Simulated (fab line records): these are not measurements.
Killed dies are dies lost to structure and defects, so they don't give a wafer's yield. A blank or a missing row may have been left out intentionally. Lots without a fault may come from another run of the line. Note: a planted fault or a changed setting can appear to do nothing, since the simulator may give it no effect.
A lot that was struck, set against a sound lot    flow sky130    24 steps out of a route of 708
Sound: wafers L820.2, L820.3, L820.4. Struck: wafers L835.2, L835.4, L835.5. The cause is named last.
For every step that has rows: the tool of each side, followed by ch and its chambers, followed by its first start. Under that, the readings that differ: sound wafers    struck wafers    difference of the means    sigmas: that difference in standard deviations of wafers without a fault.
alike: readings whose means differ by less than 2 such deviations, and words and numbers that are the same on both sides. not compared: withheld readings, readings that some wafer has no value for, bounds like >300 that may hide the same value, and numbers for which the record gives no deviation and whose values overlap.
Wherever a step has rows on one side only, a row that says differs or no value, or a row with sigmas, the two part there. Numbers that have no deviation but don't overlap get no sigmas and don't part them. A reading missing from all wafers of one side parts the sides only when that side holds two or more wafers.

first, 4 steps without rows for these wafers: SKY_CAPM_SOFTBAKE_08 (time 60 s); SKY_CAPM_EXPOSE_09 (exposes mask CAPM, target cd 1000 nm); SKY_CAPM_PEB_10; SKY_CAPM_DEVELOP_11 (develop time 60 s).
SKY_CAPM_OVL_MEAS_12:
  sound on overlay-01, day 37 22:42; struck on overlay-01, day 43 00:27
  alike: CAPM_OVL
SKY_CAPM_METAL_ETCH_13: etches TiN in Cl2/BCl3, stops on SiO2, target depth 220 nm, time 62.9 s.
  sound on rie metal-02 ch 0,1, day 37 22:44; struck on rie metal-01 ch 0,1, day 43 00:29
  alike: drypump motor current A, oes product au, throttle valve pct
  not compared: rf hours counter h
SKY_CAPM_STRIP_14: strips in O2/N2.
  sound on plasma asher-03 ch 0,1, day 37 22:48; struck on plasma asher-04 ch 0,1, day 43 00:33
reading                      sound        struck       difference  sigmas
drypump motor current A (A)  5.9 5.9 6.0  5.3 5.0 5.0  -0.8        -2
  alike: oes product au, strip time to endpoint s
  not compared: rf hours counter h
then, 5 steps without rows for these wafers: SKY_CAPM_STRIP_15 (strips in post etch residue remover, time 1200 s); SKY_CAPM_CLEAN_16 (cleans in IPA, time 180 s); SKY_CAPM_CLEAN_17 (cleans in O3/DIW); SKY_METAL3_DEHYDRATE_05 (time 60 s); SKY_METAL3_HMDS_06 (prime time 60 s).
SKY_METAL3_COAT_07: resist thk 60 nm.
  sound on litho track-02 ch 0, day 38 12:22; struck on litho track-03 ch 0, day 43 12:09
reading               sound                 struck                difference  sigmas
spin speed rpm (rpm)  3003.9 3004.7 3003.3  2828.6 2823.5 2825.4  -178.1      -81
then, 5 steps without rows for these wafers: SKY_METAL3_COAT_08 (resist thk 1140 nm); SKY_METAL3_SOFTBAKE_09 (time 90 s); SKY_METAL3_EXPOSE_10 (exposes mask MM3, target cd 300 nm); SKY_METAL3_PEB_11; SKY_METAL3_DEVELOP_12 (develop time 62.14 s).
SKY_METAL3_CD_MEAS_13 targets a cd of 300 nm.
  sound on cd sem-01, day 39 00:28; struck on cd sem-02, day 44 00:04
  alike: cd nm
SKY_METAL3_OVL_MEAS_14:
  sound on overlay-02, day 39 00:34; struck on overlay-01, day 44 00:10
  alike: METAL3_OVL
SKY_METAL3_DESCUM_15: chemistry O2, time 8 s.
  sound on rie metal-03 ch 0,1, day 39 00:36; struck on rie metal-03 ch 0, day 44 00:12
  alike: drypump motor current A, oes product au, temp c
  not compared: rf hours counter h
SKY_METAL3_ETCH_16: etches BARC in N2/H2, stops on SiO2, time 88.2 s, target depth 60 nm.
  sound on rie metal-03 ch 0,1, day 39 00:38; struck on rie metal-03 ch 0, day 44 00:14
reading                   sound              struck             difference  sigmas
oes product au (a.u.)     0.617 0.628 0.624  0.629 0.636 0.632  +0.009      +2
model.etch.depth nm (nm)  59.54 59.58 59.55  61.77 61.49 61.58  +2.06       
  alike: drypump motor current A, throttle valve pct
  not compared: rf hours counter h
SKY_METAL3_ETCH_17: etches SiO2 in C4F8/O2/Ar, stops on TiN, time 3.9 s, target depth 15 nm.
  sound on rie diel-03 ch 1,2,3, day 39 00:44; struck on rie diel-02 ch 0,3, day 44 00:20
  alike: oes product au
  not compared: rf hours counter h
-- the record jumps here: 6 days lie between the struck wafers' starts before and after (it left off in module METAL3 and takes up again in module PAD_OPEN, whose first step shown is number 708 of the route) --
SKY_PAD_OPEN_PROBE_99:
  sound on prober-01, day 46 06:04; struck on prober-02, day 50 05:52
reading                  sound           struck       difference  sigmas
sort_bin_5_function (%)  11.0 13.0 11.0  7.7 9.3 8.1  -3.3        -3
  alike: defect limited yield, killed_at_M0_to_M3, killed_at_M4_up, killed at contacts, killed at front end, killed at other, killed dies, killed open, killed short, sort_bin_3_pad_short, sort_bin_6_memory, sort n pass, sort yield pct

## WHERE THEY PART
First at SKY_CAPM_STRIP_14; last, within this record, at SKY_PAD_OPEN_PROBE_99.

WHY: whatever the simulator had introduced
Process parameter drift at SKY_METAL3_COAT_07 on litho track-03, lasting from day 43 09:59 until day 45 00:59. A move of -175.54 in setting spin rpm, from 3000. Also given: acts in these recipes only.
